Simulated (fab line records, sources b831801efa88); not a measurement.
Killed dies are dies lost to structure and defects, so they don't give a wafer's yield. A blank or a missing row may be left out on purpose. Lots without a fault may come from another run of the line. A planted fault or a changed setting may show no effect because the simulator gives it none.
fab line records | flow sky130
record lots=5 wafers=15 last_day=50
route steps=708 shown VIA2@529 METAL3@532 CAPM@537
lots that met no fault: from a run of the same line without faults
start_h: hours from the record's first day to the start of the lot's first wafer shown | wait_h: hours since the lot's step before | " the same as in the row above | L1.1+2: a row that stands for several wafers | - no value, or no start given | * or withheld: withheld | < > ~ a bound
route shown NAME@n: a module of which the file shows steps, and the number in the route of the first | usual: mean/standard deviation of fault-free wafers | same: alike in all rows | chamber/n: place in a boat | sites: the reading at each site | _std_site: their standard deviation | _edge_site: outer sites' mean less inner sites' | radius_mm: how far each site lies from the wafer's centre | mask NAME#n: copy n | behind: the tool/chamber that last shaped the wafer | hold: why the lot was held/for how many hours/how that ended | device: the transistor (n, p or np) that didn't switch | end of line: the same wafers' tests at the end of the route | a step without rows: its recipe alone | killed: dies lost to structure and defects at the first sort, not the wafer's yield | map: a wafer's dies, x killed, . not, _ none there
set.NAME: the setting as run; set.NAME@STEP: as run at that earlier step | model.NAME: the simulator's own value behind a step, which no gauge read
lots at some steps of the route; a table a step, a row a wafer
services: from which hour (start_h, from the record's first day; less than 0 if before it) a tool's chamber was out of use, for how many hours, and why
## steps
# step SKY_VIA2_RS_MEAS_22
# recipe thk_meas_gauge=four-point-probe reads=W_of_VIA2_CVD_21+TiN_of_VIA2_SPUTTER_20
# usual VIA2_W_RS=0.274/0.0032
# columns lot.wafer tool chamber start_h wait_h VIA2_W_RS[ohm/sq]
L076.1 film_metro-01 - 861.96 0.1 0.271
L076.5 " - " " 0.275
L076.6 " - " " 0.276
L081.2 film_metro-01 - 908.71 0.1 0.274
L081.5 " - " " 0.275
L081.6 " - " " 0.277
L089.1 film_metro-03 - 965.71 0.1 0.277
L089.4 " - " " 0.275
L089.6 " - " " 0.281
L092.2 film_metro-03 - 984.13 0.1 0.279
L092.3 " - " " 0.276
L092.5 " - " " 0.277
L095.3 film_metro-03 - 1009.91 0.1 0.279
L095.4 " - " " 0.274
L095.5 " - " " 0.273
# step SKY_VIA2_THK_MEAS_23
# recipe thk_meas_gauge=xrf reads=W_of_VIA2_CVD_21
# usual VIA2_W_THK=427/6
# columns lot.wafer tool chamber start_h wait_h VIA2_W_THK[nm]
L076.1 film_metro-01 - 862.08 0.1 439
L076.5 " - " " 432
L076.6 " - " " 432
L081.2 film_metro-01 - 908.82 0.1 427
L081.5 " - " " 429
L081.6 " - " " 422
L089.1 film_metro-03 - 965.83 0.1 416
L089.4 " - " " 421
L089.6 " - " " 410
L092.2 film_metro-03 - 984.24 0.1 422
L092.3 " - " " 423
L092.5 " - " " 423
L095.3 film_metro-03 - 1010.01 0.1 424
L095.4 " - " " 428
L095.5 " - " " 431
# step SKY_VIA2_CMP_24
# recipe stop_on=SiO2 t_overpolish_s=20 down_force_psi=3.5 platen_rpm=60 target_thk_nm=0 pad_velocity_m_s=0.94248
# usual motor_current_A=10.5/1.2 overpolish_run_s=20.000/0.0091 retaining_ring_pressure_frac=0.999/0.0047 time_to_endpoint_s=99/5.2
# columns lot.wafer tool chamber start_h wait_h motor_current_A overpolish_run_s retaining_ring_pressure_frac time_to_endpoint_s
L076.1 cmp-01 1 862.19 0.1 10.2 20.009 0.999 100
L076.6 " 0 " " 8.9 19.999 1.002 89
L076.5 " 1 " " 10.4 19.989 0.999 96
L081.2 cmp-01 3 908.92 0.1 11.2 20.016 1.001 98
L081.5 " 2 " " 12.7 20.009 1.001 105
L081.6 " 3 " " 11.5 20.002 0.995 95
L089.1 cmp-02 2 965.89 0.1 10.4 20.001 1.000 108
L089.4 " 0 " " 12.5 20.001 1.000 98
L089.6 " 2 " " 9.7 19.988 0.997 104
L092.3 cmp-02 3 984.34 0.1 9.1 20.005 1.002 102
L092.2 " 0 " " 11.8 20.002 1.013 87
L092.5 " 2 " " 10.0 19.995 0.998 100
L095.3 cmp-02 1 1010.05 0.0 11.3 20.002 0.998 96
L095.4 " 0 " " 12.6 20.014 1.000 93
L095.5 " 2 " " 10.0 19.992 1.003 99
# step SKY_METAL3_SPUTTER_00
# recipe material=Ti target_thk_nm=15 power_w=3000 time_s=10 chamber_pressure_pa=0.4
# usual throttle_valve_pct=29.6/1
# columns lot.wafer tool chamber start_h wait_h throttle_valve_pct
L076.1 pvd_sputter-03 - 862.44 0.2 31.3
L076.5 " - " " 30.1
L076.6 " - " " 29.5
L081.2 pvd_sputter-04 - 909.17 0.2 30.3
L081.5 " - " " 28.9
L081.6 " - " " 30.7
L089.1 pvd_sputter-02 - 966.19 0.2 28.3
L089.4 " - " " 28.4
L089.6 " - " " 28.3
L092.2 pvd_sputter-02 - 984.59 0.1 29.0
L092.3 " - " " 29.3
L092.5 " - " " 29.2
L095.3 pvd_sputter-03 - 1010.35 0.2 28.1
L095.4 " - " " 31.1
L095.5 " - " " 31.6
# step SKY_METAL3_SPUTTER_01
# recipe material=TiN target_thk_nm=20 power_w=6500 time_s=16.7 chamber_pressure_pa=0.4
# usual throttle_valve_pct=29.6/1
# columns lot.wafer tool chamber start_h wait_h throttle_valve_pct
L076.1 pvd_sputter-03 - 862.46 0.0 31.2
L076.5 " - " " 30.1
L076.6 " - " " 29.6
L081.2 pvd_sputter-04 - 909.19 0.0 30.5
L081.5 " - " " 28.9
L081.6 " - " " 30.5
L089.1 pvd_sputter-02 - 966.21 0.0 28.2
L089.4 " - " " 28.4
L089.6 " - " " 28.1
L092.2 pvd_sputter-02 - 984.61 0.0 29.4
L092.3 " - " " 29.2
L092.5 " - " " 29.2
L095.3 pvd_sputter-03 - 1010.37 0.0 28.4
L095.4 " - " " 31.3
L095.5 " - " " 31.1
# step SKY_METAL3_SPUTTER_02
# recipe material=AlCu target_thk_nm=735 power_w=10600 time_s=39.1 chamber_pressure_pa=0.4
# usual throttle_valve_pct=29.6/1
# columns lot.wafer tool chamber start_h wait_h throttle_valve_pct
L076.1 pvd_sputter-03 - 862.49 0.0 31.1
L076.5 " - " " 30.0
L076.6 " - " " 29.6
L081.2 pvd_sputter-04 - 909.22 0.0 30.4
L081.5 " - " " 28.7
L081.6 " - " " 30.6
L089.1 pvd_sputter-02 - 966.24 0.0 28.3
L089.4 " - " " 28.2
L089.6 " - " " 28.0
L092.2 pvd_sputter-02 - 984.64 0.0 29.5
L092.3 " - " " 29.0
L092.5 " - " " 29.2
L095.3 pvd_sputter-03 - 1010.40 0.0 28.1
L095.4 " - " " 31.6
L095.5 " - " " 31.3
# step SKY_METAL3_SPUTTER_03
# recipe material=Ti target_thk_nm=5 power_w=3000 time_s=3.3 chamber_pressure_pa=0.4
# usual throttle_valve_pct=29.6/1
# columns lot.wafer tool chamber start_h wait_h throttle_valve_pct
L076.1 pvd_sputter-03 - 862.52 0.0 31.3
L076.5 " - " " 30.2
L076.6 " - " " 29.8
L081.2 pvd_sputter-04 - 909.25 0.0 30.4
L081.5 " - " " 28.6
L081.6 " - " " 30.4
L089.1 pvd_sputter-02 - 966.27 0.0 28.3
L089.4 " - " " 28.0
L089.6 " - " " 28.0
L092.2 pvd_sputter-02 - 984.67 0.0 29.4
L092.3 " - " " 29.4
L092.5 " - " " 29.2
L095.3 pvd_sputter-03 - 1010.44 0.0 28.4
L095.4 " - " " 31.2
L095.5 " - " " 31.7
# step SKY_METAL3_SPUTTER_04
# recipe material=TiN target_thk_nm=70 power_w=6500 time_s=58.3 chamber_pressure_pa=0.4
# usual throttle_valve_pct=29.6/1
# columns lot.wafer tool chamber start_h wait_h throttle_valve_pct
L076.1 pvd_sputter-03 - 862.54 0.0 31.4
L076.5 " - " " 30.2
L076.6 " - " " 29.4
L081.2 pvd_sputter-04 - 909.27 0.0 30.2
L081.5 " - " " 28.7
L081.6 " - " " 30.7
L089.1 pvd_sputter-02 - 966.29 0.0 28.0
L089.4 " - " " 28.3
L089.6 " - " " 28.0
L092.2 pvd_sputter-02 - 984.69 0.0 29.3
L092.3 " - " " 29.0
L092.5 " - " " 29.3
L095.3 pvd_sputter-03 - 1010.46 0.0 28.2
L095.4 " - " " 31.3
L095.5 " - " " 31.3
# step SKY_CAPM_CVD_00
# recipe material=SiO2 target_thk_nm=15.5 temp_c=400 time_s=withheld rf_w=450
# usual heater_power_outer_w=411/81 heater_power_w=679/110 susceptor_temp_C=399.99/0.26
# columns lot.wafer tool chamber start_h wait_h heater_power_outer_w heater_power_w susceptor_temp_C
L076.1 pecvd-03 1 862.59 0.0 406 683 399.93
L076.5 " 1 " " 405 681 400.09
L076.6 " 0 " " 448 712 399.71
L081.2 pecvd-03 1 909.32 0.0 350 613 399.57
L081.5 " 0 " " 452 697 399.87
L081.6 " 1 " " 356 637 399.70
L089.1 pecvd-03 2 966.34 0.0 398 654 400.19
L089.4 " 1 " " 363 624 399.96
L089.6 " 0 " " 484 753 400.12
L092.2 pecvd-03 0 984.74 0.0 457 726 400.11
L092.3 " 1 " " 408 703 400.24
L092.5 " 2 " " 419 691 400.17
L095.3 pecvd-01 1 1010.51 0.0 280 499 399.86
L095.4 " 0 " " 470 747 400.05
L095.5 " 1 " " 283 495 400.15
# step SKY_CAPM_THK_MEAS_01
# recipe reads=SiO2_of_CAPM_CVD_00
# usual CAPM_CVD_00_THK=15.60/0.26
# columns lot.wafer tool chamber start_h wait_h CAPM_CVD_00_THK[nm]
L076.1 film_metro-03 - 862.61 - 15.45
L076.5 " - " " 15.75
L076.6 " - " " 15.58
L081.2 film_metro-03 - 909.35 - 15.56
L081.5 " - " " 15.69
L081.6 " - " " 16.05
L089.1 film_metro-04 - 966.36 - 15.49
L089.4 " - " " 15.99
L089.6 " - " " 15.54
L092.2 film_metro-03 - 984.77 - 15.39
L092.3 " - " " 15.47
L092.5 " - " " 15.49
L095.3 film_metro-03 - 1010.55 - 15.51
L095.4 " - " " 15.90
L095.5 " - " " 15.83
# step SKY_CAPM_SPUTTER_02
# recipe material=TiN target_thk_nm=200 temp_c=300 power_w=6710 time_s=166.7 chamber_pressure_pa=0.4
# usual susceptor_temp_C=300.01/0.18 throttle_valve_pct=30.0/1.3
# columns lot.wafer tool chamber start_h wait_h susceptor_temp_C throttle_valve_pct
L076.1 pvd_sputter-04 - 862.67 0.1 299.97 31.0
L076.5 " - " " 299.99 30.5
L076.6 " - " " 299.92 31.0
L081.2 pvd_sputter-03 - 909.40 0.0 299.91 28.2
L081.5 " - " " 300.01 31.2
L081.6 " - " " 299.98 28.4
L089.1 pvd_sputter-01 - 966.42 0.1 299.69 29.2
L089.4 " - " " 300.01 28.3
L089.6 " - " " 299.99 31.1
L092.2 pvd_sputter-01 - 984.82 0.0 300.36 32.0
L092.3 " - " " 299.79 31.0
L092.5 " - " " 300.46 28.9
L095.3 pvd_sputter-01 - 1010.59 0.0 300.15 29.0
L095.4 " - " " 299.91 31.0
L095.5 " - " " 300.14 28.2
# step SKY_CAPM_RS_MEAS_03
# recipe thk_meas_gauge=four-point-probe reads=TiN_of_CAPM_SPUTTER_02
# usual CAPM_TIN_RS=6.72/0.078
# columns lot.wafer tool chamber start_h wait_h CAPM_TIN_RS[ohm/sq]
L076.1 film_metro-03 - 862.78 0.1 6.78
L076.5 " - " " 6.77
L076.6 " - " " 6.76
L081.2 film_metro-02 - 909.53 0.1 6.68
L081.5 " - " " 6.69
L081.6 " - " " 6.68
L089.1 film_metro-02 - 966.53 0.1 6.79
L089.4 " - " " 6.97
L089.6 " - " " 6.82
L092.2 film_metro-02 - 984.95 0.1 6.75
L092.3 " - " " 6.70
L092.5 " - " " 6.80
L095.3 film_metro-03 - 1010.74 0.1 6.67
L095.4 " - " " 6.73
L095.5 " - " " 6.73
# step SKY_CAPM_THK_MEAS_04
# recipe thk_meas_gauge=xrf reads=TiN_of_CAPM_SPUTTER_02
# usual CAPM_TIN_THK=202.3/2.6
# columns lot.wafer tool chamber start_h wait_h CAPM_TIN_THK[nm]
L076.1 film_metro-03 - 862.90 0.1 199.3
L076.5 " - " " 198.7
L076.6 " - " " 198.6
L081.2 film_metro-02 - 909.64 0.1 201.9
L081.5 " - " " 201.4
L081.6 " - " " 202.7
L089.1 film_metro-02 - 966.65 0.1 200.8
L089.4 " - " " 196.0
L089.6 " - " " 201.9
L092.2 film_metro-02 - 985.06 0.1 201.1
L092.3 " - " " 202.4
L092.5 " - " " 199.7
L095.3 film_metro-03 - 1010.84 0.1 203.2
L095.4 " - " " 200.3
L095.5 " - " " 200.6
# step SKY_CAPM_DEHYDRATE_05
# recipe temp_c=200 time_s=60
# columns lot.wafer tool chamber start_h wait_h
L076.1+5+6 litho_track-01 0 875.47 12.6
L081.2+5+6 litho_track-04 0 921.35 11.7
L089.1+4+6 litho_track-04 0 978.43 11.8
L092.2+3+5 litho_track-04 0 995.61 10.5
L095.3+4+5 litho_track-01 0 1021.12 10.3
# step SKY_CAPM_HMDS_06
# recipe prime_time_s=60 prime_temp_c=120
# usual prime_temp_c=120.00/0.14
# columns lot.wafer tool chamber start_h wait_h prime_temp_c
L076.1 litho_track-01 0 875.62 0.1 120.29
L076.5 " 0 " " 120.24
L076.6 " 0 " " 120.17
L081.2 litho_track-04 0 921.50 0.1 119.91
L081.5 " 0 " " 119.95
L081.6 " 0 " " 119.80
L089.1 litho_track-04 0 978.58 0.1 119.84
L089.4 " 0 " " 119.93
L089.6 " 0 " " 119.93
L092.2 litho_track-04 0 995.76 0.1 120.23
L092.3 " 0 " " 120.09
L092.5 " 0 " " 120.09
L095.3 litho_track-01 0 1021.27 0.1 120.09
L095.4 " 0 " " 120.00
L095.5 " 0 " " 120.23
# step SKY_CAPM_COAT_07
# recipe resist=NOVOLAK spin_rpm=3000 resist_thk_nm=1140
# usual spin_speed_rpm=3000.0/2.3
# columns lot.wafer tool chamber start_h wait_h spin_speed_rpm
L076.1 litho_track-01 0 875.77 0.1 3002.2
L076.5 " 0 " " 3001.5
L076.6 " 0 " " 3000.3
L081.2 litho_track-04 0 921.65 0.1 2998.2
L081.5 " 0 " " 2999.9
L081.6 " 0 " " 2998.5
L089.1 litho_track-04 0 978.73 0.1 2997.9
L089.4 " 0 " " 3000.9
L089.6 " 0 " " 2999.3
L092.2 litho_track-04 0 995.91 0.1 3000.0
L092.3 " 0 " " 3005.6
L092.5 " 0 " " 3005.0
L095.3 litho_track-01 0 1021.42 0.1 3002.9
L095.4 " 0 " " 2999.5
L095.5 " 0 " " 3000.1
# step SKY_CAPM_SOFTBAKE_08
# recipe temp_c=90 time_s=60 resist=NOVOLAK
# columns lot.wafer tool chamber start_h wait_h
L076.1+5+6 litho_track-01 0 875.92 0.1
L081.2+5+6 litho_track-04 0 921.80 0.1
L089.1+4+6 litho_track-04 0 978.88 0.1
L092.2+3+5 litho_track-04 0 996.06 0.1
L095.3+4+5 litho_track-01 0 1021.57 0.1
# step SKY_CAPM_EXPOSE_09
# recipe mask_id=CAPM na=0.6 source_shape=conventional sigma_outer=0.6 polarization=unpolarized target_cd_nm=1000 dose_mj=159
# columns lot.wafer tool chamber start_h wait_h mask
L076.1+5+6 iline_stepper-02 0 - - CAPM#0
L081.2+5+6 iline_stepper-01 0 - - CAPM#0
L089.1+4+6 iline_stepper-01 0 - - CAPM#0
L092.2+3+5 iline_stepper-02 0 - - CAPM#0
L095.3+4+5 iline_stepper-01 0 - - CAPM#0
# step SKY_CAPM_PEB_10
# recipe temp_c=withheld time_s=* resist=NOVOLAK
# columns lot.wafer tool chamber start_h wait_h
L076.1+5+6 litho_track-03 0 - -
L081.2+5+6 litho_track-04 0 - -
L089.1+4+6 litho_track-03 0 - -
L092.2+3+5 litho_track-04 0 - -
L095.3+4+5 litho_track-03 0 - -
# step SKY_CAPM_DEVELOP_11
# recipe resist=NOVOLAK developer=TMAH develop_time_s=60 dev_temp_c=23
# columns lot.wafer tool chamber start_h wait_h
L076.1+5+6 litho_track-03 0 888.56 0.1
L081.2+5+6 litho_track-04 0 934.15 0.1
L089.1+4+6 litho_track-03 0 990.26 0.1
L092.2+3+5 litho_track-04 0 1007.76 0.1
L095.3+4+5 litho_track-03 0 1033.01 0.1
# step SKY_CAPM_OVL_MEAS_12
# usual CAPM_OVL=-0.5/1.4
# columns lot.wafer tool chamber start_h wait_h CAPM_OVL[nm]
L076.1 overlay-02 - 888.71 0.1 -1.8
L076.5 " - " " 0.5
L076.6 " - " " -1.4
L081.2 overlay-01 - 934.29 0.1 0.6
L081.5 " - " " -1.2
L081.6 " - " " -2.5
L089.1 overlay-01 - 990.41 0.1 -1.9
L089.4 " - " " -1.9
L089.6 " - " " -0.5
L092.2 overlay-02 - 1007.89 0.1 2.1
L092.3 " - " " 1.9
L092.5 " - " " 1.1
L095.3 overlay-01 - 1033.13 0.1 -2.5
L095.4 " - " " -1.3
L095.5 " - " " -0.9
# step SKY_CAPM_METAL_ETCH_13
# recipe target_depth_nm=220 stop_on=SiO2 chemistry=Cl2/BCl3 target=TiN pressure_mtorr=10 icp_w=900 bias_w=48.5 Cl2_flow_sccm=60 bcl3_flow_sccm=30 time_s=62.9
# usual drypump_motor_current_A=5.8/0.44 oes_product_au=0.957/0.0073 throttle_valve_pct=21.892/0.0097
# columns lot.wafer tool chamber start_h wait_h drypump_motor_current_A oes_product_au rf_hours_counter_h throttle_valve_pct
L076.1 rie_metal-04 0 888.75 0.0 6.1 0.950 9 21.910
L076.5 " 0 " " 6.1 0.959 - 21.895
L076.6 " 1 " " 6.4 0.953 - 21.903
L081.2 rie_metal-01 1 934.32 0.0 5.1 0.969 14 21.882
L081.5 " 0 " " 5.9 0.965 - 21.907
L081.6 " 1 " " 5.1 0.957 - 21.887
L089.1 rie_metal-03 1 990.45 0.0 5.4 0.950 14 21.898
L089.4 " 1 " " 5.4 0.935 - 21.908
L089.6 " 0 " " 5.4 0.949 - 21.886
L092.2 rie_metal-03 0 1007.94 0.0 5.4 0.958 - 21.903
L092.3 " 0 " " 5.4 0.959 - 21.893
L092.5 " 0 " " 5.4 0.946 - 21.899
L095.3 rie_metal-03 0 1033.18 0.0 5.4 0.958 - 21.884
L095.4 " 1 " " 5.4 0.949 - 21.895
L095.5 " 1 " " 5.4 0.951 - 21.887
# step SKY_CAPM_STRIP_14
# recipe chemistry=O2/N2 power_w=1400 pressure_mtorr=1500 platen_temp_c=withheld o2_flow_sccm=3000 n2_flow_sccm=300 overash_fraction=0.5
# usual drypump_motor_current_A=5.8/0.47 oes_product_au=0.711/0.0048 strip_time_to_endpoint_s=12.68/0.055
# columns lot.wafer tool chamber start_h wait_h drypump_motor_current_A oes_product_au rf_hours_counter_h strip_time_to_endpoint_s
L076.1 plasma_asher-03 0 888.83 0.1 5.9 0.704 79 12.68
L076.5 " 0 " " 5.9 0.705 - 12.68
L076.6 " 1 " " 6.5 0.712 - 12.78
L081.2 plasma_asher-03 0 934.39 0.1 5.9 0.713 84 12.60
L081.5 " 1 " " 6.5 0.715 - 12.69
L081.6 " 0 " " 5.9 0.722 - 12.69
L089.1 plasma_asher-01 0 990.53 0.1 5.2 0.713 55 12.66
L089.4 " 0 " " 5.2 0.719 - 12.73
L089.6 " 0 " " 5.2 0.701 - 12.69
L092.2 plasma_asher-04 0 1008.07 0.1 6.1 0.708 26 12.75
L092.3 " 0 " " 6.0 0.714 - 12.77
L092.5 " 0 " " 6.1 0.707 - 12.72
L095.3 plasma_asher-04 0 1033.26 0.1 6.1 0.698 - 12.69
L095.4 " 1 " " 6.0 0.710 - 12.64
L095.5 " 0 " " 6.0 0.713 - 12.64
# step SKY_CAPM_STRIP_15
# recipe chemistry=post_etch_residue_remover time_s=1200 temp_c=72.5
# columns lot.wafer tool chamber start_h wait_h
L076.1+5+6 wet_bench-02 2 888.93 0.1
L081.2+5+6 wet_bench-04 0 934.49 0.1
L089.1+4+6 wet_bench-04 1 990.63 0.1
L092.2+3+5 wet_bench-04 3 1008.17 0.1
L095.3+4+5 wet_bench-01 3 1033.33 0.0
# step SKY_CAPM_CLEAN_16
# recipe chemistry=IPA time_s=180 temp_c=25
# columns lot.wafer tool chamber start_h wait_h
L076.1+5+6 wet_bench-04 0 889.27 0.0
L081.2+5+6 wet_bench-02 1 934.83 0.0
L089.1+4+6 wet_bench-02 3 991.00 0.0
L092.2+3+5 wet_bench-02 1 1008.51 0.0
L095.3+4+5 wet_bench-02 0 1033.70 0.0
# step SKY_CAPM_CLEAN_17
# recipe chemistry=O3/DIW dry=n2_spin
# columns lot.wafer tool chamber start_h wait_h
L076.1+5+6 wet_bench-02 1 889.33 0.0
L081.2+5+6 wet_bench-01 3 934.89 0.0
L089.1+4+6 wet_bench-01 1 991.06 0.0
L092.2+3+5 wet_bench-01 3 1008.57 0.0
L095.3+4+5 wet_bench-01 2 1033.76 0.0
# step SKY_METAL3_DEHYDRATE_05
# recipe temp_c=200 time_s=60
# columns lot.wafer tool chamber start_h wait_h
L076.1+5+6 litho_track-04 0 901.68 12.3
L081.2+5+6 litho_track-01 0 946.70 11.7
L089.1+4+6 litho_track-04 0 1002.33 11.2
L092.2+3+5 litho_track-02 0 1019.20 10.5
L095.3+4+5 litho_track-01 0 1043.87 10.0
# step SKY_METAL3_HMDS_06
# recipe prime_time_s=60 prime_temp_c=120
# usual prime_temp_c=120.03/0.14
# columns lot.wafer tool chamber start_h wait_h prime_temp_c
L076.1 litho_track-04 0 901.83 0.1 119.99
L076.5 " 0 " " 120.00
L076.6 " 0 " " 120.16
L081.2 litho_track-01 0 946.85 0.1 119.89
L081.5 " 0 " " 120.06
L081.6 " 0 " " 119.77
L089.1 litho_track-04 0 1002.48 0.1 119.94
L089.4 " 0 " " 120.10
L089.6 " 0 " " 119.96
L092.2 litho_track-02 0 1019.35 0.1 119.75
L092.3 " 0 " " 119.63
L092.5 " 0 " " 119.91
L095.3 litho_track-01 0 1044.02 0.1 119.97
L095.4 " 0 " " 120.25
L095.5 " 0 " " 120.03
# step SKY_METAL3_COAT_07
# recipe resist=BARC temp_c=withheld time_s=withheld spin_rpm=3000 resist_thk_nm=60
# usual spin_speed_rpm=3000.0/2.3
# columns lot.wafer tool chamber start_h wait_h spin_speed_rpm
L076.1 litho_track-04 0 901.98 0.1 2999.0
L076.5 " 0 " " 2999.0
L076.6 " 0 " " 2998.1
L081.2 litho_track-01 0 947.00 0.1 2997.8
L081.5 " 0 " " 2999.2
L081.6 " 0 " " 3003.2
L089.1 litho_track-04 0 1002.63 0.1 2997.8
L089.4 " 0 " " 2998.5
L089.6 " 0 " " 3000.5
L092.2 litho_track-02 0 1019.50 0.1 2997.9
L092.3 " 0 " " 2998.1
L092.5 " 0 " " 3000.5
L095.3 litho_track-01 0 1044.17 0.1 3001.7
L095.4 " 0 " " 2997.4
L095.5 " 0 " " 3001.5
# step SKY_METAL3_COAT_08
# recipe resist=KrF-thick spin_rpm=3000 resist_thk_nm=1140
# usual spin_speed_rpm=3000.3/2.3
# columns lot.wafer tool chamber start_h wait_h spin_speed_rpm
L076.1 litho_track-04 0 - - 2999.1
L076.5 " 0 " " 2996.9
L076.6 " 0 " " 3001.5
L081.2 litho_track-01 0 - - 3002.5
L081.5 " 0 " " 3002.6
L081.6 " 0 " " 2998.2
L089.1 litho_track-04 0 - - 3000.3
L089.4 " 0 " " 2996.7
L089.6 " 0 " " 2999.9
L092.2 litho_track-02 0 - - 2997.9
L092.3 " 0 " " 3001.7
L092.5 " 0 " " 2996.2
L095.3 litho_track-01 0 - - 3000.3
L095.4 " 0 " " 2999.9
L095.5 " 0 " " 2999.5
# step SKY_METAL3_SOFTBAKE_09
# recipe temp_c=100 time_s=90 resist=KrF-thick
# columns lot.wafer tool chamber start_h wait_h
L076.1+5+6 litho_track-04 0 - -
L081.2+5+6 litho_track-01 0 - -
L089.1+4+6 litho_track-04 0 - -
L092.2+3+5 litho_track-02 0 - -
L095.3+4+5 litho_track-01 0 - -
# step SKY_METAL3_EXPOSE_10
# recipe mask_id=MM3 na=0.68 source_shape=annular sigma_inner=0.4 sigma_outer=0.8 target_cd_nm=300 dose_mj=28
# columns lot.wafer tool chamber start_h wait_h mask
L076.1+5+6 krf_scanner-01 0 - - MM3#0
L081.2+5+6 krf_scanner-01 0 - - MM3#0
L089.1+4+6 krf_scanner-02 0 - - MM3#0
L092.2+3+5 krf_scanner-02 0 - - MM3#0
L095.3+4+5 krf_scanner-02 0 - - MM3#0
# step SKY_METAL3_PEB_11
# recipe peb_temp_c=withheld peb_time_s=withheld resist=KrF-thick
# columns lot.wafer tool chamber start_h wait_h
L076.1+5+6 litho_track-04 0 - -
L081.2+5+6 litho_track-04 0 - -
L089.1+4+6 litho_track-01 0 - -
L092.2+3+5 litho_track-02 0 - -
L095.3+4+5 litho_track-02 0 - -
# step SKY_METAL3_DEVELOP_12
# recipe develop_time_s=60 resist=KrF-thick dev_temp_c=21
# columns lot.wafer tool chamber start_h wait_h
L076.1+5+6 litho_track-04 0 - -
L081.2+5+6 litho_track-04 0 - -
L089.1+4+6 litho_track-01 0 - -
L092.2+3+5 litho_track-02 0 - -
L095.3+4+5 litho_track-02 0 - -
# step SKY_METAL3_CD_MEAS_13
# recipe target_cd_nm=300
# usual cd_nm=300.0/1.6
# columns lot.wafer tool chamber start_h wait_h cd_nm
L076.1 cd_sem-02 - 914.78 - 301.7
L076.5 " - " " 302.8
L076.6 " - " " 301.6
L081.2 cd_sem-02 - 959.65 - 300.1
L081.5 " - " " 301.4
L081.6 " - " " 299.5
L089.1 cd_sem-01 - 1014.07 - 300.8
L089.4 " - " " 302.5
L089.6 " - " " 301.0
L092.2 cd_sem-01 - 1031.49 - 298.6
L092.3 " - " " 299.2
L092.5 " - " " 297.9
L095.3 cd_sem-02 - 1055.46 - 301.8
L095.4 " - " " 301.9
L095.5 " - " " 301.5
# step SKY_METAL3_OVL_MEAS_14
# usual METAL3_OVL=-8/5.4
# columns lot.wafer tool chamber start_h wait_h METAL3_OVL[nm]
L076.1 overlay-01 - 914.90 0.1 -15
L076.5 " - " " -12
L076.6 " - " " -19
L081.2 overlay-02 - 959.76 0.1 -4
L081.5 " - " " -3
L081.6 " - " " 1
L089.1 overlay-02 - 1014.19 0.1 -6
L089.4 " - " " -4
L089.6 " - " " -1
L092.2 overlay-02 - 1031.60 0.1 -10
L092.3 " - " " -2
L092.5 " - " " -5
L095.3 overlay-02 - 1055.55 0.1 -11
L095.4 " - " " 0
L095.5 " - " " -12
# step SKY_METAL3_DESCUM_15
# recipe chemistry=O2 source_power_w=150 bias_power_w=0 pressure_mtorr=10 temp_c=40 time_s=8
# usual drypump_motor_current_A=5.9/0.47 oes_product_au=0.999/0.016
# columns lot.wafer tool chamber start_h wait_h drypump_motor_current_A oes_product_au rf_hours_counter_h
L076.1 rie_metal-01 1 914.94 0.0 5.1 1.010 13
L076.5 " 1 " " 5.1 1.000 -
L076.6 " 1 " " 5.1 1.017 -
L081.2 rie_metal-04 1 959.79 0.0 6.4 0.978 15
L081.5 " 1 " " 6.3 0.993 -
L081.6 " 0 " " 6.2 1.016 -
L089.1 rie_metal-04 1 1014.23 0.0 6.3 0.972 17
L089.4 " 1 " " 6.4 0.982 -
L089.6 " 0 " " 6.2 0.994 -
L092.2 rie_metal-04 1 1031.63 0.0 6.4 0.971 18
L092.3 " 0 " " 6.2 0.997 -
L092.5 " 1 " " 6.4 0.968 -
L095.3 rie_metal-01 1 1055.60 0.0 5.1 1.003 -
L095.4 " 1 " " 5.1 1.003 -
L095.5 " 1 " " 5.1 1.012 -
# step SKY_METAL3_ETCH_16
# recipe chemistry=N2/H2 target=BARC ion_energy_ev=200 bias_w=97.29 pressure_mtorr=30 n2_flow_sccm=100 h2_flow_sccm=200 icp_w=500 stop_on=SiO2 time_s=88.2 target_depth_a=600
# usual drypump_motor_current_A=5.9/0.47 oes_product_au=0.626/0.0045 throttle_valve_pct=13.205/0.0077
# columns lot.wafer tool chamber start_h wait_h drypump_motor_current_A oes_product_au rf_hours_counter_h throttle_valve_pct
L076.1 rie_metal-01 1 915.00 0.1 5.1 0.636 13 13.209
L076.5 " 1 " " 5.1 0.631 - 13.207
L076.6 " 1 " " 5.1 0.628 - 13.210
L081.2 rie_metal-04 1 959.82 0.0 6.4 0.630 15 13.200
L081.5 " 1 " " 6.4 0.622 - 13.201
L081.6 " 0 " " 6.2 0.627 - 13.202
L089.1 rie_metal-04 1 1014.26 0.0 6.4 0.633 17 13.209
L089.4 " 1 " " 6.3 0.628 - 13.202
L089.6 " 0 " " 6.2 0.630 - 13.199
L092.2 rie_metal-04 1 1031.66 0.0 6.4 0.634 18 13.200
L092.3 " 0 " " 6.2 0.627 - 13.204
L092.5 " 1 " " 6.4 0.622 - 13.207
L095.3 rie_metal-01 1 1055.71 0.1 5.1 0.632 - 13.221
L095.4 " 1 " " 5.1 0.625 - 13.207
L095.5 " 1 " " 5.1 0.627 - 13.201
## services
# columns tool chamber start_h hours kind
krf_scanner-02 - 840.55 1.3 pm
rie_metal-03 - 844.26 0.6 repair
cmp-02 - 854.05 4.4 pm
rie_metal-04 1 866.54 3.6 repair
wet_bench-02 - 872.08 3.0 repair
krf_scanner-02 - 876.43 1.0 pm
iline_stepper-01 - 878.94 3.3 repair
pecvd-03 - 880.41 2.8 pm
wet_bench-02 - 882.03 0.9 repair
pecvd-03 2 883.75 1.8 repair
rie_metal-04 1 891.65 6.7 repair
krf_scanner-02 - 893.54 4.0 pm
pvd_sputter-03 - 893.67 2.5 repair
rie_metal-03 1 894.15 19.9 repair
iline_stepper-01 - 933.13 1.7 pm
krf_scanner-02 - 938.65 0.8 pm
pecvd-03 - 940.29 1.5 repair
rie_metal-01 0 951.56 3.3 repair
rie_metal-04 - 997.80 0.9 repair
rie_metal-01 0 1017.30 3.6 repair
pecvd-03 - 1021.32 6.0 pm
wet_bench-01 - 1024.64 8.2 repair
wet_bench-04 - 1046.55 3.1 repair
rie_metal-01 0 1048.92 16.9 repair
## key
fault none
